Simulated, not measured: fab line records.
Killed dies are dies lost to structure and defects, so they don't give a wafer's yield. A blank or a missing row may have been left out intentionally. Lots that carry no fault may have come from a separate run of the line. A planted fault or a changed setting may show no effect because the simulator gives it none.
The same fault as seen by 2 desks ; flow sky130 ; only its own numbers are on each desk; what lay behind them is given at the end

== THE TOOL OWNER'S DESK: furnace-02 ==
The tool's own readings at SKY_FIELD_ISO_OXIDATION_01 (stabilise 600 s, purge 300 s, target thk 12 nm): means of the sampled wafers that have a number, for each lot that ran on this tool. Any lot whose mean is over 4 standard deviations away from the usual mean is out of limits and marked OUT; that distance is given in the brackets.
Columns: A = tube_center_temp_C at SKY_FIELD_ISO_OXIDATION_01, usual 900.01 C
lot;first seen here;A
L942;day 1 10:07;899.97
L947;day 2 11:59;899.96
L948;day 2 17:41;900.06
L950;day 3 03:19;899.94
L951;day 3 08:40;899.92
L962;day 5 19:34;900.05
L963;day 5 19:34;900.06
L964;day 6 01:10;899.98
Finding of this desk: none of the 8 lots has anything out of limits.

== AT THE METROLOGY DESK ==
Means of the sampled wafers that have a number, per lot and without regard to the tool the lot ran on: this is what the gauges read. Any lot whose mean is over 4 standard deviations away from the usual mean is out of limits and marked OUT; that distance is given in the brackets.
Columns: A = VIA4_HDPCVD_THK at SKY_VIA4_THK_MEAS_01, usual 1747 nm
lot;first seen here;A
L942;day 41 15:26;1759
L943;day 42 08:53;1738
L944;day 42 18:30;1744
L945;day 42 22:53;1747
L947;day 43 10:41;1743
L948;day 43 14:23;1735
L949;day 44 01:44;1742
L950;day 44 11:41;1750
L951;day 44 16:47;1749
L959;day 46 12:20;1753
L963;day 47 04:28;1769
L962;day 47 05:38;1736
L964;day 47 06:57;1726
Finding of this desk: none of the 13 lots has anything out of limits.

== PUT TOGETHER ==
Nothing out of limits was seen by the tool owner's desk.
The metrology desk saw nothing out of limits.

== WHAT HAD BEEN PUT IN BY THE SIMULATOR ==
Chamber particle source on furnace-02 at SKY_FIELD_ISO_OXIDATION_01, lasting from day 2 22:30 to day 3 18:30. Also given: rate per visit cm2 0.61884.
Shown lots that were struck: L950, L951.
